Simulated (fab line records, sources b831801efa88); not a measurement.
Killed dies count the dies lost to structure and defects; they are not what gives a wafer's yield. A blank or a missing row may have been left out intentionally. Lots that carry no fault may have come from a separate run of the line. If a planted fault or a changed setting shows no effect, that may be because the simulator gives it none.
A struck lot beside a sound one	flow sky130	43 out of 708 route steps
Sound: wafers L599.1, L599.3, L599.4. Struck: wafers L608.1, L608.5 (left out: L608.4, a lot-mate that was not struck); the cause follows at the end.
Each step with rows lists, per side, the tool, then ch with its chambers, then its first start. Under that, the readings that differ: sound wafers	struck wafers	difference of the means	sigmas: that difference in standard deviations of wafers without a fault.
alike: readings with means less than 2 such deviations apart, plus words and numbers identical on both sides. not compared: withheld readings, readings lacking a value on some wafer, bounds such as >300 that could conceal the same value, and numbers that have no deviation in the record and whose values overlap.
The two part at a step that has a row with sigmas, a row that says differs or no value, or rows on one side only. When numbers do not overlap yet have no deviation, they are printed without sigmas and do not part them. A reading missing from all wafers of one side parts the sides only when that side holds two or more wafers.

first, 1 step without rows for these wafers: SKY_METAL2_DEVELOP_14 (develop time 60 s).
SKY_METAL2_CD_MEAS_15: target cd 140 nm.
  sound on cd-sem-02, day 35 22:13; struck on cd-sem-02, day 38 20:01
  alike: cd-nm
SKY_METAL2_OVL_MEAS_16:
  sound on overlay-02, day 35 22:20; struck on overlay-01, day 38 20:08
  alike: METAL2_OVL
SKY_METAL2_DESCUM_17: chemistry O2, time 8 s.
  sound on rie-metal-01 ch 0,1, day 35 22:22; struck on rie-metal-04 ch 0, day 38 20:10
  alike: drypump-motor-current-A, oes-product-au
  not compared: rf-hours-counter-h
then, 7 steps without rows for these wafers: SKY_METAL2_ETCH_18 (etches BARC in N2/H2, stops on SiO2, time 45.9 s, target depth 60 nm); SKY_METAL2_METAL_ETCH_19 (etches the open film in Cl2/BCl3, stops on SiO2, target depth 360 nm, time 78 s); SKY_METAL2_STRIP_20 (strips in O2/N2); SKY_METAL2_STRIP_21 (strips in post etch residue remover, time 1200 s); SKY_METAL2_CLEAN_22 (cleans in IPA, time 180 s); SKY_METAL2_CLEAN_23 (cleans in O3/DIW); SKY_VIA2_HDPCVD_00 (deposits SiO2, target thk 1180 nm, time 196.7 s).
SKY_VIA2_THK_MEAS_01:
  sound on film-metro-04, day 35 23:16; struck on film-metro-03, day 38 21:07
  alike: VIA2_HDPCVD_THK
SKY_VIA2_CMP_02: polishes SiO2.
  sound on cmp-02 ch 0,1,3, day 35 23:20; struck on cmp-02 ch 1, day 38 21:10
  alike: motor-current-A, platen-rpm
SKY_VIA2_BOW_MEAS_03:
  sound on film-metro-04, day 35 23:38; struck on film-metro-04, day 38 21:28
  alike: VIA2_BOW
then, 8 steps without rows for these wafers: SKY_VIA2_DEHYDRATE_04 (time 60 s); SKY_VIA2_HMDS_05 (prime time 60 s); SKY_VIA2_COAT_06 (resist thk 60 nm); SKY_VIA2_COAT_07 (resist thk 450 nm); SKY_VIA2_SOFTBAKE_08 (time 90 s); SKY_VIA2_EXPOSE_09 (exposes mask VIM2, target cd 200 nm); SKY_VIA2_PEB_10; SKY_VIA2_DEVELOP_11 (develop time 60 s).
SKY_VIA2_CD_MEAS_12: target cd 200 nm.
  sound on cd-sem-01, day 37 01:52; struck on cd-sem-01, day 39 22:52
  alike: cd-nm
SKY_VIA2_OVL_MEAS_13:
  sound on overlay-02, day 37 01:59; struck on overlay-02, day 39 22:59
  alike: VIA2_OVL
SKY_VIA2_ETCH_14: etches BARC in N2/H2, stops on SiO2, time 45.9 s, target depth 60 nm.
  sound on rie-diel-01 ch 1,2,3, day 37 02:01; struck on rie-diel-01 ch 1,3, day 39 23:01
reading	sound	struck	difference	sigmas
throttle-valve-pct (%)	13.230 13.237 13.226	13.205 13.210	-0.024	-2
  alike: drypump-motor-current-A, n2-flow-sccm, oes-product-au
  not compared: rf-hours-counter-h
then, 5 steps without rows for these wafers: SKY_VIA2_ETCH_15 (etches SiO2 in C4F8/O2/Ar, stops on TiN, target depth 546 nm, time 84 s); SKY_VIA2_STRIP_16 (strips in O2/N2); SKY_VIA2_STRIP_17 (strips in post etch residue remover, time 1200 s); SKY_VIA2_CLEAN_18 (cleans in IPA, time 180 s); SKY_VIA2_CLEAN_19 (cleans in O3/DIW).
SKY_VIA2_SPUTTER_20: material TiN, target thk 20 nm, time 80 s.
  sound on pvd-sputter-01, day 37 02:57; struck on pvd-sputter-02, day 39 23:46
  alike: chamber-pressure-pa, throttle-valve-pct
SKY_VIA2_CVD_21: deposits W, target thk 420 nm, time 126.4 s.
  sound on cvd-w-01 ch 0,1, day 37 03:01; struck on cvd-w-02 ch 0, day 39 23:50
  alike: heater-power-outer-w, heater-power-w
SKY_VIA2_RS_MEAS_22: a four-point-probe measurement.
  sound on film-metro-02, day 37 03:08; struck on film-metro-03, day 39 23:58
  alike: VIA2_W_RS
SKY_VIA2_THK_MEAS_23: measures by xrf.
  sound on film-metro-02, day 37 03:16; struck on film-metro-03, day 40 00:05
reading	sound	struck	difference	sigmas
VIA2_W_THK (nm)	440 447 441	427 432	-13	-2
then, 2 steps without rows for these wafers: SKY_VIA2_CMP_24 (polishes, stops on SiO2, t overpolish 20 s, target thk 0 nm); SKY_METAL3_SPUTTER_00 (material Ti, target thk 15 nm, time 10 s).
SKY_METAL3_SPUTTER_01: material TiN, target thk 20 nm, time 16.7 s.
  sound on pvd-sputter-04, day 37 03:38; struck on pvd-sputter-04, day 40 00:29
  alike: chamber-pressure-pa, throttle-valve-pct
then, 4 steps without rows for these wafers: SKY_METAL3_SPUTTER_02 (material AlCu, target thk 735 nm, time 39.1 s); SKY_METAL3_SPUTTER_03 (material Ti, target thk 5 nm, time 3.3 s); SKY_METAL3_SPUTTER_04 (material TiN, target thk 70 nm, time 58.3 s); SKY_CAPM_CVD_00 (deposits SiO2, target thk 15.5 nm).
SKY_CAPM_THK_MEAS_01:
  sound on film-metro-02, day 37 03:48; struck on film-metro-04, day 40 00:38
  alike: CAPM_CVD_00_THK
-- the record jumps here: 9 days lie between the struck wafers' starts before and after (it left off in module CAPM and takes up again in module PAD_OPEN, whose first step shown is number 708 of the route) --
SKY_PAD_OPEN_PROBE_99:
  sound on prober-02, day 46 10:56; struck on prober-01, day 48 15:53
reading	sound	struck	difference	sigmas
defect-limited-yield (%)	84.8 80.1 83.9	54.7 48.6	-31.3	-16
killed_at_M0_to_M3	39 60 29	196 221	+166	+25
killed-dies	75 98 79	223 253	+154	+16
killed-on-rim	14 20 18	44 49	+29	+8
sort_bin_5_function (%)	9.8 12.6 8.7	29.9 33.1	+21.1	+15
sort_bin_6_memory (%)	4.5 6.3 6.1	14.4 16.3	+9.7	+8
sort-n-pass	417 394 413	269 239	-154	-16
sort-yield-pct (%)	84.8 80.1 83.9	54.7 48.6	-31.3	-16
model.etest.tester.sort-n-pass	417 394 413	269 239	-154	
model.etest.tester.sort-yield-pct (%)	84.76 80.08 83.94	54.67 48.58	-31.30	
model.etest.tester.sort_bin_5_pct (%)	9.756 12.6 8.74	29.88 33.13	+21.14	
model.etest.tester.sort_bin_6_pct (%)	4.472 6.301 6.098	14.43 16.26	+9.72	
  alike: killed_at_M4_up, killed-at-contacts, killed-at-front-end, killed-at-other, killed-open, killed-short, sort_bin_3_pad_short

## WHERE THEY PART
Earliest at SKY_VIA2_ETCH_14; latest, in this record, at SKY_PAD_OPEN_PROBE_99.

WHY: the cause the simulator had injected
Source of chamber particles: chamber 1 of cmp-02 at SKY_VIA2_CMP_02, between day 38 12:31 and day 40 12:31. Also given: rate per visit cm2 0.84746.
